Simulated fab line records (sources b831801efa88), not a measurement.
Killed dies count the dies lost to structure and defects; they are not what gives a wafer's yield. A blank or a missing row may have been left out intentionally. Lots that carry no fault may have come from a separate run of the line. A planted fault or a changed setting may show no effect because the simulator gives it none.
One fault seen from 2 desks || flow sky130 || what lay behind the numbers comes last; until then each desk has only its own

== AT THE METROLOGY DESK ==
What the gauges read for every lot (on any tool): the sampled wafers with a number, averaged. A lot is out of limits, marked OUT, if its mean lies more than 4 standard deviations from the usual mean; the brackets give that distance.
Columns: A = cd_nm at SKY_FIELD_ISO_CD_MEAS_13, usual 149.8 nm
{"lot": "L965", "first seen here": "day 2 08:46", "A": 149.5}
{"lot": "L969", "first seen here": "day 3 01:23", "A": 149.3}
{"lot": "L976", "first seen here": "day 4 13:34", "A": 150.7}
{"lot": "L984", "first seen here": "day 6 06:58", "A": 151.9}
{"lot": "L988", "first seen here": "day 7 06:59", "A": 149.8}
Result from this desk: across the 5 lots, nothing is out of limits.

== TOOL OWNER'S DESK, rie_si-02 ==
The tool's own readings at SKY_FIELD_ISO_ETCH_17 (etches Si in HBr/Cl2/O2, target depth 342 nm, time 97.7 s): means of the sampled wafers that have a number, for each lot that ran on this tool. A lot is out of limits, marked OUT, if its mean lies more than 4 standard deviations from the usual mean; the brackets give that distance.
Columns: A = chamber_pressure_mTorr at SKY_FIELD_ISO_ETCH_17, usual 15.000 mTorr; B = drypump_motor_current_A at SKY_FIELD_ISO_ETCH_17, usual 5.5 A; C = oes_product_au at SKY_FIELD_ISO_ETCH_17, usual 1.003 a.u.; D = rf_fwd_power_W at SKY_FIELD_ISO_ETCH_17, usual 596.4 W; E = run_length_s at SKY_FIELD_ISO_ETCH_17, usual 126.1 s; F = throttle_valve_pct at SKY_FIELD_ISO_ETCH_17, usual 25.654 %
{"lot": "L969", "first seen here": "day 3 01:40", "A": 15.004, "B": 5.6, "C": 1.004, "D": 597.7, "E": 125.8, "F": 25.658}
{"lot": "L976", "first seen here": "day 4 13:53", "A": 14.997, "B": 5.8, "C": 0.997, "D": 596.8, "E": "129.1 (+6.9) OUT", "F": 25.655}
This desk's verdict: out of limits on L976, starting with L976 at day 4 13:53 (run_length_s at SKY_FIELD_ISO_ETCH_17). L969: within limits.

== PUT TOGETHER ==
The tool owner's desk could have raised an alarm at day 4 13:53, on L976.
At the metrology desk, nothing out of limits was observed.
The metrology desk holds a record of L976, inside its limits.
Every lot named ran SKY_FIELD_ISO_ETCH_17 on rie_si-02.

== WHAT THE SIMULATOR PUT IN ==
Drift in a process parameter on rie_si-02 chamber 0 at SKY_FIELD_ISO_ETCH_17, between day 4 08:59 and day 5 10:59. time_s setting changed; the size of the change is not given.
Struck lots among those shown: L976.
Each desk's first reading out of limits, in hours after the fault started: the tool owner's desk, 5.
